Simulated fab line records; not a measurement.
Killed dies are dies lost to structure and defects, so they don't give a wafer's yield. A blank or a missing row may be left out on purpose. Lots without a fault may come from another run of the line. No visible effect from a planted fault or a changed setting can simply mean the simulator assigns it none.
A lot that was struck, set against a sound lot	flow sky130	23 out of 708 route steps
Sound: wafers L194.2, L194.3, L194.6. Struck: wafers L208.4, L208.5, L208.6. The cause is named last.
Order at every step that has rows: each side's tool, ch and its chambers, its first start. Under that, the readings that differ: sound wafers	struck wafers	difference of the means	sigmas: that difference in standard deviations of wafers without a fault.
alike: readings with means less than 2 such deviations apart, plus words and numbers identical on both sides. not compared: withheld readings, readings lacking a value on some wafer, bounds such as >300 that could conceal the same value, and numbers that have no deviation in the record and whose values overlap.
Wherever a step has rows on one side only, a row that says differs or no value, or a row with sigmas, the two part there. Numbers that have no deviation but don't overlap get no sigmas and don't part them. Lack of a reading on every wafer of one side parts them only where that side has two or more wafers.

first, 5 steps without rows for these wafers: SKY_VT_ADJUST_NCORE_COAT_02 (resist thk 1140 nm); SKY_VT_ADJUST_NCORE_SOFTBAKE_03 (time 60 s); SKY_VT_ADJUST_NCORE_EXPOSE_04 (exposes mask LVTN COMPLEMENT THIN, target cd 380 nm); SKY_VT_ADJUST_NCORE_PEB_05; SKY_VT_ADJUST_NCORE_DEVELOP_06 (develop time 60 s).
SKY_VT_ADJUST_NCORE_CD_MEAS_07: the cd target is 380 nm.
  struck on cd_sem-01, day 12 18:54; sound on cd_sem-02, day 8 12:16
  alike: cd_nm
SKY_VT_ADJUST_NCORE_OVL_MEAS_08:
  struck on overlay-01, day 12 18:58; sound on overlay-02, day 8 12:22
reading	sound	struck	difference	sigmas
VT_ADJUST_NCORE_OVL (nm)	-0.4 3.4 1.5	-4.6 -3.8 -2.9	-5.3	-3
following that, these wafers have no rows for 1 step: SKY_VT_ADJUST_NCORE_IMPLANT_09.
SKY_VT_ADJUST_NCORE_STRIP_10: strips in O2/N2.
  sound on plasma_asher-02 ch 0, day 8 12:32; struck on plasma_asher-01 ch 0,1, day 12 19:11
  alike: drypump_motor_current_A, oes_product_au, strip_time_to_endpoint_s
  not compared: rf_hours_counter_h
SKY_VT_ADJUST_NCORE_TW_MEAS_11:
  struck on film_metro-04, day 12 19:16; sound on film_metro-04, day 8 12:39
  alike: VT_ADJUST_NCORE_TW
then, 2 steps without rows for these wafers: SKY_VT_ADJUST_HVTR_DEHYDRATE_00 (time 60 s); SKY_VT_ADJUST_HVTR_HMDS_01 (prime time 60 s).
SKY_VT_ADJUST_HVTR_COAT_02: resist thk 1140 nm.
  sound on litho_track-02 ch 0, day 8 23:38; struck on litho_track-02 ch 0, day 13 07:38
reading	sound	struck	difference	sigmas
spin_speed_rpm (rpm)	3001.5 2998.8 2999.1	2878.7 2873.9 2875.4	-123.8	-69
model.NOVOLAK_of_VT_ADJUST_HVTR_COAT_02.thk_nm (nm)	1142 1142 1140	1172 1168 1170	+29	
then, 3 steps without rows for these wafers: SKY_VT_ADJUST_HVTR_SOFTBAKE_03 (time 60 s); SKY_VT_ADJUST_HVTR_EXPOSE_04 (exposes mask HVTRM, target cd 380 nm); SKY_VT_ADJUST_HVTR_PEB_05.
SKY_VT_ADJUST_HVTR_DEVELOP_06: develop time 60 s.
  sound on litho_track-04 ch 0, day 9 09:13; struck on litho_track-04 ch 0, day 13 19:43
reading	sound	struck	difference	sigmas
model.NOVOLAK_of_VT_ADJUST_HVTR_COAT_02.thk_nm (nm)	1141 1141 1139	1172 1168 1170	+30	
SKY_VT_ADJUST_HVTR_CD_MEAS_07: the cd target is 380 nm.
  struck on cd_sem-01, day 13 19:51; sound on cd_sem-02, day 9 09:22
  alike: cd_nm
SKY_VT_ADJUST_HVTR_OVL_MEAS_08:
  struck on overlay-01, day 13 19:55; sound on overlay-01, day 9 09:28
  alike: VT_ADJUST_HVTR_OVL
following that, these wafers have no rows for 1 step: SKY_VT_ADJUST_HVTR_IMPLANT_09.
SKY_VT_ADJUST_HVTR_STRIP_10: strips in O2/N2.
  sound on plasma_asher-04 ch 0, day 9 09:38; struck on plasma_asher-03 ch 0,1, day 13 20:08
reading	sound	struck	difference	sigmas
strip_time_to_endpoint_s (s)	14.20 14.18 14.17	14.53 14.48 14.50	+0.32	+7
  alike: drypump_motor_current_A, oes_product_au
  not compared: rf_hours_counter_h
SKY_VT_ADJUST_HVTR_TW_MEAS_11:
  struck on film_metro-03, day 13 20:13; sound on film_metro-04, day 9 09:46
  alike: VT_ADJUST_HVTR_TW
following that, these wafers have no rows for 1 step: SKY_PAD_OPEN_PROBE_99.

## WHERE THEY PART
Earliest at SKY_VT_ADJUST_NCORE_OVL_MEAS_08; latest, in this record, at SKY_VT_ADJUST_HVTR_STRIP_10. Later steps at which nothing parts them and some readings are alike: SKY_VT_ADJUST_HVTR_TW_MEAS_11.

WHY: what had been put in by the simulator
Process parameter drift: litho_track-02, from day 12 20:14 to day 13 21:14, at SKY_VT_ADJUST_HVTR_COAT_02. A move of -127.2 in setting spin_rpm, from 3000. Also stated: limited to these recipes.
